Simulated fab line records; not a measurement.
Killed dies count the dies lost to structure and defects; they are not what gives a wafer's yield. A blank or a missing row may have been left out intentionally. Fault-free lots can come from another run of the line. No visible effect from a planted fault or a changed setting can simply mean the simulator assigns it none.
Chamber matching ; flow sky130 ; cmp-01 running SKY_VIA3_CMP_02: 4 sister chambers
The step polishes SiO2. 8 wafers are shown with their chamber, then 8 later ones without.

## EACH WAFER AND ITS CHAMBER
wafer;chamber;motorCurrentA (A)
L210.3;2;12.5
L215.1;1;10.6
L215.4;3;13.0
L215.5;0;11.9
L225.1;2;12.8
L225.2;1;10.7
L225.4;3;12.7
L228.1;0;12.7

## WAFERS WITHOUT THEIR CHAMBER
wafer;motorCurrentA (A)
L228.2;12.8
L228.6;12.9
L229.2;10.8
L229.3;13.0
L229.6;13.1
L231.2;13.1
L231.3;12.7
L231.4;10.6

## WHICH CHAMBER EACH ONE RAN IN
wafer;from the rows above;in truth
L228.2;can't be placed: 3 or 2 or 0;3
L228.6;can't be placed: 3 or 2 or 0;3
L229.2;1;1
L229.3;can't be placed: 3 or 2 or 0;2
L229.6;can't be placed: 3 or 2 or 0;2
L231.2;can't be placed: 3 or 2 or 0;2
L231.3;can't be placed: 2 or 3 or 0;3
L231.4;1;1
Correctly placed: 2 of 8. From these rows, 6 cannot be placed; in 6 the true chamber is one of the candidates. Placed wrongly: 0.
How it was worked out, from the rows above alone: a wafer's distance from a chamber is the root of the sum, over the readings, of the square of ((its reading less the chamber's mean) divided by the reading's scatter). If the next closest chamber is less than 2 further off than the closest, the wafer can't be placed; otherwise it belongs to the closest. Each chamber's mean is taken over the wafers shown for it. The scatter: take each reading less its chamber's mean, square it, sum over the shown wafers, divide by the number of wafers less the number of chambers, and take the root.
